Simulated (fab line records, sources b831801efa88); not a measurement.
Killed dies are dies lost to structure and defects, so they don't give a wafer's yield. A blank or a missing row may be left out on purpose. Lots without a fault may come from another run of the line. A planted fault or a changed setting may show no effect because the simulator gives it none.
Which tool did it? | flow sky130 | 13 lots, 39 wafers sampled, at 5 steps of a route of 708

WHAT THE GAUGES READ, wafer by wafer
SKY_FIELD_ISO_BOW_MEAS_00.
lot  | measured    | on            | INCOMING_BOW (um)
L696 | day 1 10:01 | film_metro-01 | 0 -2 2
L697 | day 1 15:00 | film_metro-02 | 7 -8 -8
L698 | day 1 20:01 | film_metro-01 | -17 4 2
L701 | day 2 11:04 | film_metro-02 | -10 -3 1
L702 | day 2 16:00 | film_metro-01 | 9 -1 4
L704 | day 3 02:00 | film_metro-02 | 3 3 3
L706 | day 3 12:01 | film_metro-04 | 4 5 -12
L708 | day 3 22:01 | film_metro-04 | -6 8 5
L709 | day 4 03:01 | film_metro-01 | 1 -12 -2
L712 | day 4 18:00 | film_metro-02 | 7 4 12
L717 | day 5 19:00 | film_metro-01 | -13 -8 2
L718 | day 6 00:01 | film_metro-01 | -3 -1 -4
L719 | day 6 05:01 | film_metro-01 | -6 -7 0

SKY_FIELD_ISO_THK_MEAS_02.
lot  | measured    | on            | FIELD_ISO_OXIDATION_00_THK (nm)
L696 | day 1 13:48 | film_metro-02 | 12.10 12.33 12.17
L697 | day 1 18:50 | film_metro-01 | 12.44 12.32 12.30
L698 | day 1 23:44 | film_metro-01 | 12.15 12.15 12.22
L701 | day 2 13:22 | film_metro-02 | 11.99 12.12 12.25
L702 | day 2 18:55 | film_metro-02 | 11.90 12.11 12.20
L704 | day 3 03:38 | film_metro-04 | 12.39 12.26 12.25
L706 | day 3 14:37 | film_metro-02 | 11.78 11.74 11.79
L708 | day 3 23:38 | film_metro-01 | 11.83 11.84 11.55
L709 | day 4 06:45 | film_metro-01 | 11.90 12.07 12.01
L712 | day 4 20:02 | film_metro-02 | 12.11 11.84 11.83
L717 | day 5 21:15 | film_metro-01 | 12.27 12.40 12.27
L718 | day 6 03:07 | film_metro-04 | 11.99 12.07 12.12
L719 | day 6 07:29 | film_metro-04 | 11.96 12.10 12.15

SKY_VT_ADJUST_PCH_OVL_MEAS_07.
lot  | measured     | on         | VT_ADJUST_PCH_OVL (nm)
L696 | day 10 10:13 | overlay-02 | -1.8 -0.3 -0.8
L697 | day 10 19:23 | overlay-02 | -0.2 0.3 -1.9
L698 | day 10 23:55 | overlay-02 | 1.0 1.9 1.3
L701 | day 11 23:24 | overlay-01 | -1.2 -1.5 -1.3
L702 | day 12 03:41 | overlay-01 | -0.8 -2.9 -2.4
L704 | day 12 21:16 | overlay-02 | -2.3 -0.5 0.0
L706 | day 13 12:26 | overlay-02 | 0.7 -0.4 -1.3
L708 | day 14 02:17 | overlay-01 | -2.9 -1.3 -2.5
L709 | day 14 16:43 | overlay-02 | 0.8 1.5 -0.4
L712 | day 15 07:58 | overlay-02 | -1.0 -1.3 -0.5
L717 | day 17 00:22 | overlay-01 | -0.3 -1.7 -0.7
L718 | day 17 11:38 | overlay-02 | -0.9 2.3 -2.1
L719 | day 17 16:01 | overlay-01 | -1.3 -2.1 -2.9

SKY_SONOS_ONO_THK_MEAS_05.
lot  | measured     | on            | SONOS_ONO_CVD_04_THK (nm)
L696 | day 11 19:33 | film_metro-04 | 5.63 5.58 5.63
L697 | day 12 01:53 | film_metro-01 | 5.73 5.85 5.82
L698 | day 12 06:09 | film_metro-02 | 5.84 5.78 5.80
L701 | day 13 05:02 | film_metro-01 | 5.83 5.73 5.86
L702 | day 13 10:25 | film_metro-01 | 5.60 5.73 5.69
L704 | day 14 07:01 | film_metro-02 | 5.72 5.71 5.58
L706 | day 14 20:50 | film_metro-01 | 6.02 6.00 5.90
L708 | day 15 13:29 | film_metro-01 | 5.85 5.89 5.76
L709 | day 16 01:40 | film_metro-02 | 5.88 5.74 5.79
L712 | day 16 18:05 | film_metro-01 | 5.69 5.67 5.62
L717 | day 18 11:19 | film_metro-04 | 6.75 6.76 6.84
L718 | day 18 23:33 | film_metro-02 | 6.96 6.78 6.72
L719 | day 19 03:52 | film_metro-04 | 6.84 6.74 6.75

WHICH TOOL RAN EACH LOT (tool, then ch and the chambers of the sampled wafers, then the start)
lot  | SKY_SONOS_ONO_CVD_04
L696 | lpcvd-03 ch 0, day 11 18:17
L697 | lpcvd-03 ch 0, day 12 00:38
L698 | lpcvd-03 ch 1, day 12 04:53
L701 | lpcvd-03 ch 1, day 13 03:46
L702 | lpcvd-03 ch 1, day 13 09:10
L704 | lpcvd-03 ch 1, day 14 05:46
L706 | lpcvd-03 ch 1, day 14 19:34
L708 | lpcvd-03 ch 1, day 15 11:36
L709 | lpcvd-03 ch 1, day 16 00:25
L712 | lpcvd-03 ch 0, day 16 16:49
L717 | lpcvd-03 ch 0, day 18 10:04
L718 | lpcvd-03 ch 0, day 18 21:40
L719 | lpcvd-03 ch 0, day 19 02:37
- SKY_SONOS_ONO_CVD_04: deposits SiO2 from SiH4/N2O, target thk 5.7199 nm.

WHAT THE TOOLS THEMSELVES READ (means of the sampled wafers that have a number; where no wafer has one, the mark that the record gives instead)
SKY_SONOS_ONO_CVD_04.
lot  | tool     | pressure_mtorr (mTorr) | zone_power_top_pct (%)
L696 | lpcvd-03 | 400.4                  | 34.4
L697 | lpcvd-03 | 400.5                  | 34.6
L698 | lpcvd-03 | 400.0                  | 33.8
L701 | lpcvd-03 | 399.6                  | 33.9
L702 | lpcvd-03 | 399.8                  | 34.2
L704 | lpcvd-03 | 399.4                  | 34.0
L706 | lpcvd-03 | 399.8                  | 34.0
L708 | lpcvd-03 | 400.7                  | 34.0
L709 | lpcvd-03 | 400.3                  | 33.9
L712 | lpcvd-03 | 401.1                  | 34.1
L717 | lpcvd-03 | 400.5                  | 34.3
L718 | lpcvd-03 | 401.2                  | 34.1
L719 | lpcvd-03 | 400.1                  | 34.6

THE ANSWER, worked out from the rows above alone
Rule: what is usual is taken from the lots themselves. Put in order of their means at a reading, lots are off if they are a third of the lots or fewer, leave a main group of 4 or more, and stand apart from it by a gap of 3 or more times the standard deviation of the main group's means; of several such gaps the widest counts. A main group whose means are all the same, to the digits that the tables above print for the reading, isn't used. A lot without any number at a reading at which 4 lots or more have one is off too. The other lots that the step has rows for count as sound. The gauges are gone through in route order, then the tools' own readings, and for those a lot's mean is taken as printed above. The first step at which some lot is off is used, and at that step the reading that is off furthest; a lot without a number counts as furthest.
Off: L717, L718, L719, at SKY_SONOS_ONO_THK_MEAS_05 (SONOS_ONO_CVD_04_THK). The main group: mean 5.76 nm, standard deviation 0.1.
A tool fits if, at a process step before that reading, it ran every lot that is off, and no sound lot after the first of them. The gauges at SKY_SONOS_ONO_THK_MEAS_05 are tried like those tools. One fits: lpcvd-03 at SKY_SONOS_ONO_CVD_04. Its last sound lot is L712 (day 16 16:49), its first lot that is off L717 (day 18 10:04): a fault that began between those two fits.

WHAT THE SIMULATOR HAD PUT IN
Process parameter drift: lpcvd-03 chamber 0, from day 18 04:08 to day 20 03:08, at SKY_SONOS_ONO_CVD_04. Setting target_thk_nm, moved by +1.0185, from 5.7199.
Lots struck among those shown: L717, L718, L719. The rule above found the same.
